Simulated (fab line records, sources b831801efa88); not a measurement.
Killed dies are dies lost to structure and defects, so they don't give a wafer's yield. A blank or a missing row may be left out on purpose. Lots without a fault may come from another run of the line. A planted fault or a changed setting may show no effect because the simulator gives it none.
fab line records | flow sfq_line
record lots=13 wafers=38 last_day=92
route steps=325 shown I4@175 M5@207 R5@224
lots that met no fault: from a run of the same line without faults
start_h: hours from the record's first day to the start of the lot's first wafer shown | wait_h: hours since the lot's step before | " the same as in the row above | L1.1+2: a row that stands for several wafers | - no value, or no start given | * or withheld: withheld | < > ~ a bound
route shown NAME@n: a module of which the file shows steps, and the number in the route of the first | usual: mean/standard deviation of fault-free wafers | same: alike in all rows | chamber/n: place in a boat | sites: the reading at each site | _std_site: their standard deviation | _edge_site: outer sites' mean less inner sites' | radius_mm: how far each site lies from the wafer's centre | mask NAME#n: copy n | behind: the tool/chamber that last shaped the wafer | hold: why the lot was held/for how many hours/how that ended | device: the transistor (n, p or np) that didn't switch | end of line: the same wafers' tests at the end of the route | a step without rows: its recipe alone | killed: dies lost to structure and defects at the first sort, not the wafer's yield | map: a wafer's dies, x killed, . not, _ none there
set.NAME: the setting as run; set.NAME@STEP: as run at that earlier step | model.NAME: the simulator's own value behind a step, which no gauge read
steps of the route over a sample of lots; a table a step, a row a wafer
services: from which hour (start_h, from the record's first day; less than 0 if before it) a tool's chamber was out of use, for how many hours, and why
## steps
# step SFQ_TRILAYER_I4_VIA_ETCH_VIA_ETCH_106
# recipe target=SiO2 stop_on=Nb mask_material=PR taper_deg=20 chemistry=CHF3 target_depth_nm=260 source_w=500 bias_w=80 pressure_mtorr=30 time_s=withheld
# usual drypump_motor_current_A=6.0/0.56 oes_product_au=0.854/0.005
# columns lot.wafer tool chamber start_h wait_h drypump_motor_current_A oes_product_au
L345.1 rie_diel-01 2 1131.74 0.0 5.0 0.851
L345.3 " 3 " " 6.4 0.857
L345.5 " 0 " " 6.0 0.859
L346.3 rie_diel-04 2 1144.94 0.0 6.3 0.853
L346.4 " 0 " " 5.1 0.859
L346.6 " 1 " " 6.4 0.851
L347.2 rie_diel-01 2 1181.03 0.0 5.0 0.850
L347.3 " 3 " " 6.4 0.856
L347.4 " 0 " " 6.0 0.855
L348.1 rie_diel-04 1 1186.85 0.0 6.4 0.857
L348.3 " 2 " " 6.2 0.854
L348.4 " 3 " " 5.7 0.854
L349.2 rie_diel-01 3 1189.25 0.0 6.4 0.859
L349.3 " 0 " " 6.0 0.860
L349.4 " 2 " " 4.9 0.855
L350.2 rie_diel-04 1 1194.05 0.0 6.4 0.858
L350.3 " 2 " " 6.2 0.861
L350.4 " 1 " " 6.4 0.859
L351.4 rie_diel-04 3 1200.11 0.1 5.8 0.854
L351.5 " 2 " " 6.2 0.850
L351.6 " 1 " " 6.4 0.857
L353.3 rie_diel-04 1 1208.45 0.0 6.4 0.855
L353.5 " 2 " " 6.3 0.854
L353.6 " 1 " " 6.4 0.851
L357.3 rie_diel-04 0 1248.05 0.0 5.2 0.865
L357.4 " 2 " " 6.2 0.846
L362.2 rie_diel-04 3 1270.45 0.0 5.8 0.855
L362.5 " 2 " " 6.2 0.849
L362.6 " 1 " " 6.4 0.852
L363.3 rie_diel-02 1 1271.65 0.0 5.8 0.853
L363.4 " 3 " " 5.6 0.848
L363.6 " 2 " " 6.7 0.846
L367.1 rie_diel-01 3 1293.25 0.0 6.4 0.853
L367.2 " 2 " " 5.0 0.854
L367.6 " 0 " " 6.0 0.855
L368.1 rie_diel-02 1 1308.85 0.0 5.7 0.851
L368.2 " 0 " " 5.0 0.851
L368.6 " 3 " " 5.6 0.858
# step SFQ_TRILAYER_I4_VIA_STRIP_STRIP_107
# recipe gas=O2 power_w=200 platen_temp_c=40 overash_fraction=0.65 chemistry=O2 pressure_mtorr=50
# usual drypump_motor_current_A=5.4/0.36 he_backside_leak_sccm=3.52/0.16 oes_product_au=0.995/0.013 platen_temp_c=40.01/0.12
# columns lot.wafer tool chamber start_h wait_h drypump_motor_current_A he_backside_leak_sccm oes_product_au platen_temp_c rf_hours_counter_h
L345.1 rie_metal-04 0 1131.85 - 5.1 3.61 1.003 40.09 9
L345.3 " 1 " " 5.3 3.28 1.001 40.24 -
L345.5 " 0 " " 5.1 3.65 1.008 39.97 -
L346.3 rie_metal-04 0 1145.25 - 5.1 3.67 1.001 39.72 -
L346.4 " 1 " " 5.3 3.53 0.982 40.15 -
L346.6 " 1 " " 5.3 3.48 0.987 40.17 -
L347.2 rie_metal-04 0 1181.15 - 5.1 3.59 1.002 39.83 20
L347.3 " 0 " " 5.0 3.75 1.017 39.89 -
L347.4 " 1 " " 5.3 3.32 0.997 40.05 -
L348.1 rie_metal-02 0 1186.96 - 5.7 3.46 0.997 40.08 120
L348.3 " 1 " " 4.7 3.55 1.011 39.81 -
L348.4 " 0 " " 5.7 3.52 0.977 39.91 -
L349.2 rie_metal-02 1 1189.36 - 4.7 3.75 1.015 39.81 126
L349.3 " 1 " " 4.7 3.70 1.008 39.83 -
L349.4 " 0 " " 5.6 3.41 0.986 40.11 -
L350.2 rie_metal-02 0 1194.16 - 5.7 3.48 0.974 40.18 121
L350.3 " 0 " " 5.7 3.44 0.975 40.09 -
L350.4 " 1 " " 4.7 3.74 1.000 39.96 -
L351.4 rie_metal-01 0 1200.36 - 5.8 3.41 0.979 40.05 -
L351.5 " 0 " " 5.8 3.40 0.970 40.08 -
L351.6 " 1 " " 5.4 3.40 1.007 39.93 -
L353.3 rie_metal-01 0 1208.76 - 5.8 3.31 0.975 40.13 -
L353.5 " 0 " " 5.9 3.35 0.991 40.18 -
L353.6 " 1 " " 5.4 3.67 1.004 39.84 -
L357.3 rie_metal-02 1 1248.36 - 4.7 3.66 1.008 40.13 -
L357.4 " 0 " " 5.7 3.56 0.985 39.93 -
L362.2 rie_metal-04 1 1270.57 - 5.3 3.50 0.986 40.12 134
L362.5 " 1 " " 5.3 3.37 0.986 40.23 -
L362.6 " 0 " " 5.1 3.65 0.992 39.78 -
L363.3 rie_metal-01 1 1271.97 - 5.4 3.60 1.010 39.92 -
L363.4 " 0 " " 5.8 3.39 0.984 39.92 -
L363.6 " 1 " " 5.4 3.58 1.000 39.96 -
L367.1 rie_metal-02 0 1293.37 - 5.7 3.41 0.998 39.86 133
L367.2 " 0 " " 5.7 3.51 1.001 39.97 -
L367.6 " 0 " " 5.7 3.45 0.989 39.94 -
L368.1 rie_metal-01 0 1308.97 - 5.8 3.40 0.980 39.76 49
L368.2 " 1 " " 5.4 3.65 1.011 39.87 73
L368.6 " 0 " " 5.8 3.29 0.982 39.95 -
# step SFQ_TRILAYER_M5_STRIP_STRIP_127
# recipe gas=O2 power_w=200 platen_temp_c=40 overash_fraction=0.65 chemistry=O2 pressure_mtorr=50
# usual drypump_motor_current_A=5.2/0.33 he_backside_leak_sccm=3.5/0.4 oes_product_au=1.001/0.014 platen_temp_c=40.01/0.12
# columns lot.wafer tool chamber start_h wait_h drypump_motor_current_A he_backside_leak_sccm oes_product_au platen_temp_c rf_hours_counter_h
L345.1 rie_metal-04 0 1322.86 0.3 5.0 3.8 0.991 40.12 36
L345.3 " 0 " " 5.0 4.0 1.002 39.87 -
L345.5 " 0 " " 5.0 3.8 1.005 40.13 -
L346.3 rie_metal-03 1 1324.00 0.3 5.5 3.7 1.013 40.35 -
L346.4 " 0 " " 5.3 2.9 1.005 39.97 -
L346.6 " 1 " " 5.5 3.6 1.015 40.24 -
L347.2 rie_metal-04 0 1335.56 0.1 5.1 3.7 0.998 40.05 38
L347.3 " 0 " " 5.1 3.7 0.999 40.12 -
L347.4 " 1 " " 5.3 3.1 0.973 40.29 -
L348.1 rie_metal-04 1 1339.01 0.1 5.3 3.0 0.973 40.27 1
L348.3 " 1 " " 5.3 3.2 0.986 40.06 -
L348.4 " 0 " " 5.1 3.7 1.003 39.82 -
L349.2 rie_metal-04 0 1341.45 0.1 5.1 3.7 1.013 39.93 40
L349.3 " 1 " " 5.3 3.3 0.982 40.19 -
L349.4 " 0 " " 5.1 3.6 1.013 40.29 -
L350.2 rie_metal-02 1 1347.56 0.1 4.7 3.6 1.028 39.90 8
L350.3 " 0 " " 5.7 3.3 1.001 40.06 -
L350.4 " 1 " " 4.7 3.5 1.038 39.90 -
L351.4 rie_metal-02 0 1352.39 0.3 5.7 3.3 1.002 39.95 -
L351.5 " 0 " " 5.7 3.3 0.997 39.98 -
L351.6 " 1 " " 4.7 3.5 1.010 39.95 -
L353.3 rie_metal-02 0 1362.02 0.3 5.7 3.3 1.002 39.84 -
L353.5 " 0 " " 5.7 3.4 1.000 40.07 -
L353.6 " 1 " " 4.7 3.7 1.014 39.91 -
L357.3 rie_metal-02 0 1399.36 0.3 5.7 3.4 0.999 39.48 -
L357.4 " 1 " " 4.7 3.4 1.013 39.48 -
L362.2 rie_metal-03 1 1420.59 0.1 5.5 3.5 1.005 40.13 138
L362.5 " 1 " " 5.5 3.5 1.013 40.14 -
L362.6 " 0 " " 5.2 3.2 0.987 40.09 -
L363.3 rie_metal-04 0 1421.99 0.3 5.1 3.8 1.012 39.81 -
L363.4 " 1 " " 5.3 3.2 0.990 40.00 -
L363.6 " 0 " " 5.1 3.6 1.010 39.91 -
L367.1 rie_metal-03 0 1440.78 0.1 5.2 3.2 0.996 39.88 30
L367.2 " 1 " " 5.5 5.7 1.005 40.00 141
L367.6 " 1 " " 5.5 3.7 1.010 39.98 -
L368.1 rie_metal-03 1 1456.61 0.1 5.5 3.6 1.003 40.06 144
L368.2 " 0 " " 5.3 3.5 0.995 39.95 33
L368.6 " 1 " " 5.5 3.7 1.006 40.15 -
# step SFQ_TRILAYER_R5_BARC_OPEN_METAL_ETCH_177
# recipe mask_material=PR chemistry=O2 target_depth_nm=125 target=BARC icp_w=600 bias_w=80 pressure_mtorr=10 time_s=41.7
# usual drypump_motor_current_A=5.36/0.23 he_backside_leak_sccm=3.44/0.23 oes_product_au=0.685/0.0044
# columns lot.wafer tool chamber start_h wait_h drypump_motor_current_A he_backside_leak_sccm oes_product_au rf_hours_counter_h
L345.1 rie_metal-04 1 1471.96 0.0 5.32 3.39 0.689 22
L345.3 " 1 " " 5.29 3.17 0.690 -
L345.5 " 0 " " 5.05 3.68 0.687 -
L346.3 rie_metal-03 1 1473.18 0.0 5.53 3.48 0.683 -
L346.4 " 0 " " 5.24 3.26 0.683 -
L346.6 " 0 " " 5.25 3.01 0.679 -
L347.2 rie_metal-03 1 1481.36 0.0 5.51 3.56 0.678 148
L347.3 " 1 " " 5.53 3.51 0.686 -
L347.4 " 0 " " 5.27 3.11 0.692 -
L348.1 rie_metal-04 1 1483.76 0.0 5.30 3.51 0.690 25
L348.3 " 1 " " 5.32 3.49 0.693 -
L348.4 " 0 " " 5.08 3.60 0.689 -
L349.2 rie_metal-03 0 1484.98 0.0 5.24 3.55 0.688 -
L349.3 " 0 " " 5.26 3.56 0.689 -
L349.4 " 0 " " 5.26 3.38 0.684 -
L350.2 rie_metal-03 0 1488.58 0.0 5.21 3.34 0.685 -
L350.3 " 0 " " 5.25 3.29 0.689 -
L350.4 " 0 " " 5.21 3.18 0.689 -
L351.4 rie_metal-01 0 1493.38 0.0 5.86 3.38 0.692 -
L351.5 " 1 " " 5.37 3.83 0.689 -
L351.6 " 0 " " 5.87 3.59 0.685 -
L353.3 rie_metal-04 1 1499.38 0.0 5.30 3.39 0.678 -
L353.5 " 0 " " 5.05 3.78 0.676 -
L353.6 " 1 " " 5.27 3.09 0.688 -
L357.3 rie_metal-01 1 1535.38 0.0 5.38 3.56 0.690 -
L357.4 " 0 " " 5.84 3.60 0.674 -
L362.2 rie_metal-03 0 1558.58 0.0 5.23 3.34 0.689 50
L362.5 " 1 " " 5.51 3.40 0.690 -
L362.6 " 0 " " 5.23 3.40 0.683 -
L363.3 rie_metal-01 0 1559.80 0.0 5.85 3.49 0.682 -
L363.4 " 1 " " 5.38 4.06 0.685 -
L363.6 " 1 " " 5.37 3.82 0.674 -
L367.1 rie_metal-03 0 1575.38 0.0 5.25 3.30 0.694 53
L367.2 " 1 " " 5.52 3.55 0.689 13
L367.6 " 0 " " 5.26 3.21 0.679 -
L368.1 rie_metal-04 0 1583.78 0.0 5.05 3.63 0.686 77
L368.2 " 1 " " 5.31 3.56 0.687 39
L368.6 " 1 " " 5.30 3.43 0.684 -
## services
# columns tool chamber start_h hours kind
rie_metal-02 - 1111.40 1.2 repair
rie_metal-03 1 1113.11 1.7 repair
rie_metal-01 - 1118.34 0.5 repair
rie_diel-04 0 1121.48 8.1 repair
rie_metal-01 0 1132.91 2.0 repair
rie_metal-01 - 1148.06 41.5 repair
rie_metal-01 0 1172.35 9.7 repair
rie_metal-02 - 1192.97 0.1 repair
rie_metal-04 - 1207.02 4.3 pm
rie_diel-04 - 1211.22 1.5 repair
rie_metal-04 0 1233.16 23.5 repair
rie_metal-01 - 1254.43 0.3 repair
rie_diel-01 3 1273.98 3.5 repair
rie_metal-01 0 1292.59 3.8 repair
rie_metal-04 0 1298.26 12.6 repair
rie_diel-04 2 1314.76 16.1 repair
rie_diel-04 0 1347.81 4.0 repair
rie_metal-04 - 1361.15 0.5 repair
rie_metal-01 1 1363.26 3.7 repair
rie_diel-04 2 1373.11 5.8 repair
rie_metal-03 - 1511.07 2.8 pm
rie_diel-04 0 1543.25 8.9 repair
rie_metal-04 - 1559.62 0.7 repair
rie_metal-01 - 1576.38 2.4 repair
## key
first_sign step=SFQ_TRILAYER_M5_STRIP_STRIP_127 reading=platen_temp_c direction=down sigmas=4.4 usual=* struck=*
effect none on later readings
met_at SFQ_TRILAYER_M5_STRIP_STRIP_127
struck_lots L357
not_acting_at SFQ_TRILAYER_I4_VIA_ETCH_VIA_ETCH_106,SFQ_TRILAYER_I4_VIA_STRIP_STRIP_107,SFQ_TRILAYER_R5_BARC_OPEN_METAL_ETCH_177
onset_between 1362.02 1399.36
fault kind=process_parameter_drift tool=rie_metal-02 chamber=- onset_h=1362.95 steps=SFQ_TRILAYER_M5_STRIP_STRIP_127 channel=platen_temp_c offset=* shape=step end_h=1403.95 acts_in=* stated=*
